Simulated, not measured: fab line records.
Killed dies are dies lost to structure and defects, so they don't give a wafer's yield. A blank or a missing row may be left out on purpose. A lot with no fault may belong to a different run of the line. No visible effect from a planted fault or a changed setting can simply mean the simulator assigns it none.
One fault through the eyes of 2 desks    flow gf180mcu    each desk has only its own numbers; what lay behind them comes last

== AT THE METROLOGY DESK ==
What the gauges read, lot by lot, whatever tool the lot ran on: means of the sampled wafers that have a number. Marked OUT: a lot whose mean sits more than 4 standard deviations from the usual mean, which makes it out of limits; the brackets give that distance.
Columns: A = V1_CVD_02_THK at GF_V1_THK_MEAS_03, usual 848 nm; B = V1_W_RS at GF_V1_RS_MEAS_24, usual 0.330 ohm/sq; C = V1_W_THK at GF_V1_THK_MEAS_25, usual 345 nm
lot   first seen here  A    B                C
L930  day 17 04:25     833  0.331            350
L931  day 17 12:01     857  0.331            340
L933  day 18 02:54     849  0.332            341
L934  day 18 21:18     843  0.329            351
L935  day 18 21:35     848  0.326            347
L939  day 20 12:07     859  0.329            356
L941  day 21 04:26     857  0.363 (+11) OUT  316 (-4.4) OUT
L946  day 23 07:58     843  0.327            357
L950  day 24 16:17     840  0.328            341
L951  day 24 23:54     838  0.334            340
L953  day 25 14:45     855  0.329            345
This desk reports L941 out of limits; the earliest was L941 at day 22 04:55 (V1_W_RS at GF_V1_RS_MEAS_24). L930, L931, L933, L934, L935, L939, L946, L950, L951, L953 stayed within limits.

== THE TOOL OWNER'S DESK: cvd-w-02 ==
The tool's own readings at GF_V1_CVD_23 (deposits W, target thk 350 nm, time 105.05 s): means of the sampled wafers that have a number, for each lot that ran on this tool. Marked OUT: a lot whose mean sits more than 4 standard deviations from the usual mean, which makes it out of limits; the brackets give that distance.
Columns: A = heater-power-w at GF_V1_CVD_23, usual 794 W; B = susceptor-temp-C at GF_V1_CVD_23, usual 400.01 C
lot   first seen here  A    B
L933  day 19 03:58     746  400.01
L934  day 19 23:08     766  399.81
L941  day 22 04:47     776  400.23
L953  day 26 13:20     772  399.87
This desk's verdict: no lot among the 4 shows anything out of limits.

== TAKEN TOGETHER ==
L941 would have let the metrology desk raise an alarm at day 22 04:55.
Nothing out of limits was seen by the tool owner's desk.
On record at the tool owner's desk: L941, within its limits.
Every lot named ran GF_V1_CVD_23 on cvd-w-02.

== WHAT THE SIMULATOR PUT IN ==
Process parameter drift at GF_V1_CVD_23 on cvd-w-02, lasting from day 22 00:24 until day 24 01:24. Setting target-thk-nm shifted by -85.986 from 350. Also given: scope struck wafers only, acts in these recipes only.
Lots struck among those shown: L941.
Delay in hours, fault start to first out-of-limits reading, per desk: metrology desk 5.
